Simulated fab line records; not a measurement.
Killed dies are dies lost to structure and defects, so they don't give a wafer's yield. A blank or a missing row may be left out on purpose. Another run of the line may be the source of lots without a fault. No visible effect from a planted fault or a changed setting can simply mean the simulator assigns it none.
fab line records	flow gf180mcu
record lots=11	wafers=33	last_day=34
route steps=602 shown CONTACT@290 M2@367 M3@410
lots untouched by any fault: they come from a run of this same line in which no faults occurred
start_h: hours from the record's first day to the start of the lot's first wafer shown	wait_h: hours since the lot's step before	" as in the row above	L1.1+2: one row covering several wafers at once	- value missing, or start not given	* or withheld: withheld	< > ~ a bound
route shown NAME@n: a module of which the file shows steps, and the number in the route of the first	usual: the fault-free wafers' mean and standard deviation	same: alike in all rows	chamber/n: place in a boat	sites: per-site readings	_std_site: their standard deviation	_edge_site: mean of outer sites minus mean of inner sites	radius_mm: how far each site lies from the wafer's centre	mask NAME#n: copy n	behind: the last tool/chamber to shape the wafer	hold: why the lot went on hold/how many hours it stayed there/how the hold came to an end	device: the transistor (n, p or np) that didn't switch	end of line: the same wafers' tests at the end of the route	for a step that has no rows: nothing shown but its recipe	killed: dies lost to structure and defects at the first sort, not the wafer's yield	map: shows each die of a wafer: x if killed, . if not, _ if none is there
set.NAME: the run value of the setting; set.NAME@STEP: its run value at that earlier step	model.NAME: the simulator's own value behind a step, which no gauge read
route steps across a sampled set of lots; one table per step, one row per wafer
services: when a tool's chamber went out of use (start_h, in hours from the record's first day, below 0 if earlier), for how many hours, and the reason
## steps
# step GF_CONTACT_THK_MEAS_03
# recipe reads=SiO2_of_CONTACT_CVD_02
# usual CONTACT_CVD_02_THK=854/11
lot.wafer	tool	chamber	start_h	wait_h	CONTACT_CVD_02_THK[nm]
L202.3	film_metro-02	-	340.34	0.1	850
L202.4	"	-	"	"	869
L202.6	"	-	"	"	864
L203.2	film_metro-04	-	346.50	0.0	847
L203.4	"	-	"	"	862
L203.5	"	-	"	"	859
L206.1	film_metro-04	-	369.96	0.0	852
L206.2	"	-	"	"	853
L206.4	"	-	"	"	861
L209.1	film_metro-02	-	397.64	0.0	839
L209.5	"	-	"	"	857
L209.6	"	-	"	"	873
L210.1	film_metro-01	-	409.16	0.0	859
L210.2	"	-	"	"	852
L210.6	"	-	"	"	866
L211.2	film_metro-04	-	418.91	0.0	846
L211.3	"	-	"	"	854
L211.5	"	-	"	"	864
L221.2	film_metro-01	-	503.57	0.0	857
L221.3	"	-	"	"	838
L221.5	"	-	"	"	849
L222.2	film_metro-01	-	513.35	0.0	845
L222.4	"	-	"	"	857
L222.5	"	-	"	"	859
L223.1	film_metro-02	-	521.67	0.0	849
L223.3	"	-	"	"	848
L223.5	"	-	"	"	859
L224.2	film_metro-04	-	532.81	0.0	852
L224.3	"	-	"	"	839
L224.5	"	-	"	"	846
L225.1	film_metro-01	-	536.19	0.0	827
L225.5	"	-	"	"	852
L225.6	"	-	"	"	848
# step GF_M2_RS_MEAS_05
# recipe thk_meas_gauge=four-point-probe	reads=TiN_of_M2_SPUTTER_04+Ti_of_M2_SPUTTER_03+AlCu_of_M2_SPUTTER_02+TiN_of_M2_SPUTTER_01+Ti_of_M2_SPUTTER_00
# usual M2_ALCU_RS=0.0702/0.00081
lot.wafer	tool	chamber	start_h	wait_h	M2_ALCU_RS[ohm/sq]
L202.3	film_metro-03	-	411.32	0.1	0.0695
L202.4	"	-	"	"	0.0695
L202.6	"	-	"	"	0.0698
L203.2	film_metro-03	-	420.11	0.0	0.0692
L203.4	"	-	"	"	0.0698
L203.5	"	-	"	"	0.0702
L206.1	film_metro-04	-	446.83	0.0	0.0698
L206.2	"	-	"	"	0.0705
L206.4	"	-	"	"	0.0701
L209.1	film_metro-03	-	474.60	0.0	0.0713
L209.5	"	-	"	"	0.0714
L209.6	"	-	"	"	0.0715
L210.1	film_metro-03	-	486.78	0.0	0.0711
L210.2	"	-	"	"	0.0713
L210.6	"	-	"	"	0.0710
L211.2	film_metro-03	-	496.12	0.0	0.0699
L211.3	"	-	"	"	0.0698
L211.5	"	-	"	"	0.0702
L221.2	film_metro-03	-	576.47	0.0	0.0699
L221.3	"	-	"	"	0.0696
L221.5	"	-	"	"	0.0698
L222.2	film_metro-03	-	586.45	0.0	0.0708
L222.4	"	-	"	"	0.0699
L222.5	"	-	"	"	0.0703
L223.1	film_metro-03	-	592.42	0.0	0.0716
L223.3	"	-	"	"	0.0708
L223.5	"	-	"	"	0.0709
L224.2	film_metro-04	-	603.12	0.0	0.0691
L224.3	"	-	"	"	0.0684
L224.5	"	-	"	"	0.0696
L225.1	film_metro-04	-	606.54	0.0	0.0699
L225.5	"	-	"	"	0.0705
L225.6	"	-	"	"	0.0707
# step GF_M2_METAL_ETCH_16
# recipe chemistry=Cl2/BCl3	mask_material=KrF	target_depth_nm=750.8	stop_on=SiO2	pressure_mtorr=8	icp_w=800	bias_w=140	Cl2_flow_sccm=80	bcl3_flow_sccm=40	time_s=125.1
# usual bias_w=140.0/0.39	drypump_motor_current_A=5.8/0.48	mfc_cl2_sccm=79.96/0.24	oes_product_au=0.991/0.005	rf_fwd_power_W=797.0/2.3	throttle_valve_pct=28.227/0.01
# same time_s=125.1
lot.wafer	tool	chamber	start_h	wait_h	bias_w	drypump_motor_current_A	mfc_cl2_sccm	oes_product_au	rf_fwd_power_W	rf_hours_counter_h	throttle_valve_pct
L202.3	rie_metal-04	0	434.95	0.1	140.2	6.2	80.13	0.989	794.2	-	28.218
L202.4	"	1	"	"	140.5	5.3	79.85	0.989	797.6	-	28.222
L202.6	"	1	"	"	140.9	5.3	79.86	0.988	794.0	-	28.224
L203.2	rie_metal-04	1	444.90	0.0	139.4	5.3	80.35	0.981	794.5	11	28.240
L203.4	"	0	"	"	140.1	6.2	79.78	0.996	798.4	-	28.209
L203.5	"	1	"	"	139.8	5.3	80.54	0.982	794.5	-	28.234
L206.1	rie_metal-04	1	471.35	0.0	139.5	5.3	80.24	0.984	793.9	11	28.231
L206.2	"	0	"	"	140.0	6.2	80.10	0.985	793.6	7	28.230
L206.4	"	0	"	"	139.6	6.2	79.78	0.993	798.5	-	28.228
L209.1	rie_metal-04	1	498.44	0.0	139.9	5.3	79.98	0.987	795.5	12	28.230
L209.5	"	0	"	"	140.1	6.2	80.33	0.993	795.9	-	28.224
L209.6	"	1	"	"	140.7	5.3	80.14	0.983	795.6	-	28.222
L210.1	rie_metal-04	0	510.15	0.0	140.2	6.2	80.12	0.993	928.2	8	28.231
L210.2	"	1	"	"	140.3	5.3	79.63	0.996	923.3	13	28.238
L210.6	"	0	"	"	140.0	6.2	80.44	1.005	922.2	-	28.217
L211.2	rie_metal-04	1	519.50	0.1	140.5	5.3	79.72	1.001	925.1	-	28.224
L211.3	"	1	"	"	140.4	5.3	79.99	0.997	925.1	-	28.227
L211.5	"	1	"	"	140.9	5.3	80.02	0.993	926.5	-	28.214
L221.2	rie_metal-02	0	597.22	0.0	140.3	6.4	79.84	0.987	797.9	9	28.207
L221.3	"	1	"	"	140.1	6.5	79.72	0.992	802.1	-	28.221
L221.5	"	1	"	"	139.8	6.5	80.05	0.993	799.8	-	28.235
L222.2	rie_metal-04	1	606.95	0.0	139.6	5.3	80.03	0.989	797.1	0	28.211
L222.4	"	1	"	"	140.1	5.3	79.97	0.992	794.3	-	28.225
L222.5	"	1	"	"	139.7	5.3	80.14	0.988	796.0	-	28.218
L223.1	rie_metal-04	1	614.02	0.0	139.9	5.3	79.89	0.991	797.1	1	28.216
L223.3	"	1	"	"	140.5	5.3	79.63	1.000	794.8	-	28.241
L223.5	"	1	"	"	139.7	5.3	79.92	1.001	795.3	-	28.211
L224.2	rie_metal-04	0	624.50	0.0	140.5	6.2	80.31	0.987	795.9	12	28.219
L224.3	"	0	"	"	140.2	6.1	80.07	0.991	795.1	-	28.230
L224.5	"	1	"	"	140.2	5.3	80.15	0.996	796.8	-	28.223
L225.1	rie_metal-04	0	627.10	0.0	139.9	6.2	80.01	0.997	796.1	12	28.228
L225.5	"	1	"	"	140.0	5.3	79.69	0.998	797.8	-	28.218
L225.6	"	0	"	"	140.2	6.2	79.90	0.996	796.2	-	28.237
# step GF_M2_STRIP_17
# recipe chemistry=O2/N2	power_w=1400	pressure_mtorr=1500	platen_temp_c=250	o2_flow_sccm=3000	n2_flow_sccm=300	overash_fraction=0.5
# usual drypump_motor_current_A=5.91/0.27	heater_power_w=354/28	oes_product_au=0.537/0.0048	strip_time_to_endpoint_s=7.39/0.044
lot.wafer	tool	chamber	start_h	wait_h	drypump_motor_current_A	heater_power_w	oes_product_au	rf_hours_counter_h	strip_time_to_endpoint_s
L202.3	plasma_asher-02	1	435.07	0.1	5.62	367	0.536	-	7.38
L202.4	"	0	"	"	6.12	306	0.538	-	7.44
L202.6	"	0	"	"	6.13	308	0.533	-	7.42
L203.2	plasma_asher-03	0	445.03	0.1	5.74	355	0.540	57	7.41
L203.4	"	1	"	"	6.25	347	0.534	-	7.44
L203.5	"	0	"	"	5.75	354	0.549	-	7.46
L206.1	plasma_asher-02	1	471.48	0.1	5.62	376	0.541	88	7.43
L206.2	"	0	"	"	6.14	305	0.532	88	7.45
L206.4	"	1	"	"	5.61	380	0.539	-	7.46
L209.1	plasma_asher-02	1	498.57	0.1	5.62	374	0.545	91	7.43
L209.5	"	1	"	"	5.62	371	0.540	-	7.41
L209.6	"	0	"	"	6.14	293	0.540	-	7.38
L210.1	plasma_asher-04	0	510.28	0.1	6.14	383	0.509	44	6.92
L210.2	"	1	"	"	5.58	357	0.517	44	6.93
L210.6	"	0	"	"	6.14	390	0.518	-	6.96
L211.2	plasma_asher-04	1	519.71	0.2	5.57	361	0.526	45	7.07
L211.3	"	1	"	"	5.58	365	0.530	-	7.04
L211.5	"	0	"	"	6.14	393	0.526	-	7.01
L221.2	plasma_asher-03	1	597.35	0.1	6.27	346	0.532	74	7.34
L221.3	"	0	"	"	5.73	367	0.532	-	7.36
L221.5	"	0	"	"	5.74	362	0.539	-	7.32
L222.2	plasma_asher-03	1	607.08	0.1	6.28	342	0.532	75	7.37
L222.4	"	0	"	"	5.72	356	0.546	-	7.39
L222.5	"	0	"	"	5.70	358	0.534	-	7.37
L223.1	plasma_asher-02	0	614.15	0.1	6.16	305	0.534	103	7.37
L223.3	"	0	"	"	6.14	302	0.533	-	7.39
L223.5	"	0	"	"	6.12	308	0.537	-	7.41
L224.2	plasma_asher-03	1	624.63	0.1	6.29	354	0.536	77	7.35
L224.3	"	0	"	"	5.73	355	0.537	-	7.39
L224.5	"	0	"	"	5.73	356	0.542	-	7.30
L225.1	plasma_asher-02	0	627.23	0.1	6.13	295	0.538	105	7.35
L225.5	"	1	"	"	5.62	372	0.535	-	7.35
L225.6	"	0	"	"	6.14	297	0.536	-	7.42
# step GF_M3_SPUTTER_01
# recipe material=TiN	target_thk_nm=30	power_w=6500	time_s=25	chamber_pressure_pa=0.4
# usual throttle_valve_pct=30.4/0.71
# same time_s=25
lot.wafer	tool	chamber	start_h	wait_h	throttle_valve_pct
L202.3	pvd_sputter-02	-	461.65	0.1	31.7
L202.4	"	-	"	"	29.3
L202.6	"	-	"	"	29.5
L203.2	pvd_sputter-01	-	472.16	0.1	31.4
L203.4	"	-	"	"	29.9
L203.5	"	-	"	"	31.1
L206.1	pvd_sputter-01	-	498.31	0.1	30.1
L206.2	"	-	"	"	30.9
L206.4	"	-	"	"	30.1
L209.1	pvd_sputter-02	-	524.73	0.1	30.6
L209.5	"	-	"	"	31.0
L209.6	"	-	"	"	29.6
L210.1	pvd_sputter-02	-	536.26	0.1	30.3
L210.2	"	-	"	"	30.5
L210.6	"	-	"	"	30.5
L211.2	pvd_sputter-01	-	545.11	0.1	30.2
L211.3	"	-	"	"	30.2
L211.5	"	-	"	"	30.1
L221.2	pvd_sputter-04	-	621.61	0.1	29.5
L221.3	"	-	"	"	31.7
L221.5	"	-	"	"	31.4
L222.2	pvd_sputter-04	-	630.19	0.1	29.4
L222.4	"	-	"	"	29.3
L222.5	"	-	"	"	29.4
L223.1	pvd_sputter-01	-	637.51	0.1	31.1
L223.3	"	-	"	"	30.2
L223.5	"	-	"	"	30.2
L224.2	pvd_sputter-01	-	647.35	0.1	30.1
L224.3	"	-	"	"	30.2
L224.5	"	-	"	"	30.2
L225.1	pvd_sputter-02	-	650.47	0.1	30.6
L225.5	"	-	"	"	29.6
L225.6	"	-	"	"	30.7
## services
tool	chamber	start_h	hours	kind
pvd_sputter-04	-	426.70	10.7	repair
pvd_sputter-04	-	448.01	8.4	repair
pvd_sputter-01	-	455.62	0.8	repair
pvd_sputter-01	-	469.35	1.5	repair
plasma_asher-03	-	473.05	0.8	repair
pvd_sputter-02	-	478.27	0.5	repair
pvd_sputter-01	0	502.48	-	consumable_replace:kit
pvd_sputter-01	0	502.48	18.0	scheduled_down
pvd_sputter-01	0	502.48	18.0	vent_cycle
rie_metal-02	-	502.75	28.1	pm
rie_metal-04	0	518.02	6.3	repair
rie_metal-02	-	555.99	4.3	pm
pvd_sputter-04	2	566.39	-	consumable_replace:kit
pvd_sputter-04	2	566.39	18.0	scheduled_down
pvd_sputter-04	2	566.39	18.0	vent_cycle
rie_metal-04	1	582.52	-	clean
rie_metal-04	1	582.52	15.7	scheduled_down
rie_metal-04	1	582.52	15.7	vent_cycle
pvd_sputter-04	-	597.00	2.8	repair
pvd_sputter-01	3	612.09	-	consumable_replace:kit
pvd_sputter-01	3	612.09	18.0	scheduled_down
pvd_sputter-01	3	612.09	18.0	vent_cycle
rie_metal-02	1	622.99	1.3	repair
## key
first_sign step=GF_M2_METAL_ETCH_16	reading=rf_fwd_power_W	direction=up	sigmas=55	usual=797.0	struck=925.1
effect step=GF_M2_STRIP_17	reading=strip_time_to_endpoint_s	direction=down	sigmas=9.1	usual=*	struck=*
met_at GF_M2_METAL_ETCH_16
struck_lots L210,L211
not_acting_at GF_CONTACT_THK_MEAS_03,GF_M2_RS_MEAS_05,GF_M3_SPUTTER_01
onset_between 498.44 510.15
fault kind=process_parameter_drift	tool=rie_metal-04	chamber=-	onset_h=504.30	steps=GF_M2_METAL_ETCH_16	channel=icp_w	offset=128	shape=step	end_h=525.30	acts_in=these_recipes_only	stated=800
